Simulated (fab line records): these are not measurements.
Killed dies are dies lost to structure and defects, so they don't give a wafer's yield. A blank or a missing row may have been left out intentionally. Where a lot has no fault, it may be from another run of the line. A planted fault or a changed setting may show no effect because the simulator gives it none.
Chamber matching    flow sky130    rie_diel-02 running SKY_METAL3_ETCH_17: 4 sister chambers
The step etches SiO2 in C4F8/O2/Ar, stops on TiN, time 3.9 s, target depth 15 nm. 8 wafers are shown with their chamber, then 8 later ones without.

== EACH WAFER AND ITS CHAMBER ==
wafer   chamber  chamber_pressure_mTorr (mTorr)  oes_product_au (a.u.)
L079.3  3        40.02                           0.744
L083.1  0        39.99                           0.742
L083.6  1        40.02                           0.749
L085.5  3        40.08                           0.747
L084.1  0        39.96                           0.758
L084.2  2        40.03                           0.751
L084.6  1        40.06                           0.773
L090.1  2        40.01                           0.757

== WAFERS MISSING THEIR CHAMBER ==
wafer   chamber_pressure_mTorr (mTorr)  oes_product_au (a.u.)
L090.2  40.01                           0.750
L090.5  40.02                           0.761
L093.1  40.00                           0.734
L093.3  39.96                           0.742
L093.6  39.99                           0.757
L097.2  39.98                           0.747
L097.4  40.00                           0.752
L097.6  39.97                           0.751

== WHICH CHAMBER EACH WENT THROUGH ==
wafer   from the rows above                in truth
L090.2  can't be placed: 2 or 0 or 3 or 1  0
L090.5  can't be placed: 2 or 1 or 3 or 0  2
L093.1  can't be placed: 0 or 2 or 3 or 1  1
L093.3  can't be placed: 0 or 2            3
L093.6  can't be placed: 0 or 2 or 1 or 3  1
L097.2  can't be placed: 0 or 2            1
L097.4  can't be placed: 2 or 0 or 1 or 3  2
L097.6  can't be placed: 0 or 2            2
0 of 8 placed correctly. Unplaceable from these rows: 8, with the true chamber sitting among the candidates in 6. Number placed wrongly: 0.
How it was worked out, from the rows above alone: a wafer's distance from a chamber is the root of the sum, over the readings, of the square of ((its reading less the chamber's mean) divided by the reading's scatter). The wafer belongs to the nearest chamber; if the next one is less than 2 further off, it can't be placed. The mean given for a chamber averages the wafers shown for that chamber. The scatter is the square root of a quotient: the sum, over the shown wafers, of each reading's squared deviation from its chamber's mean, divided by wafers minus chambers.
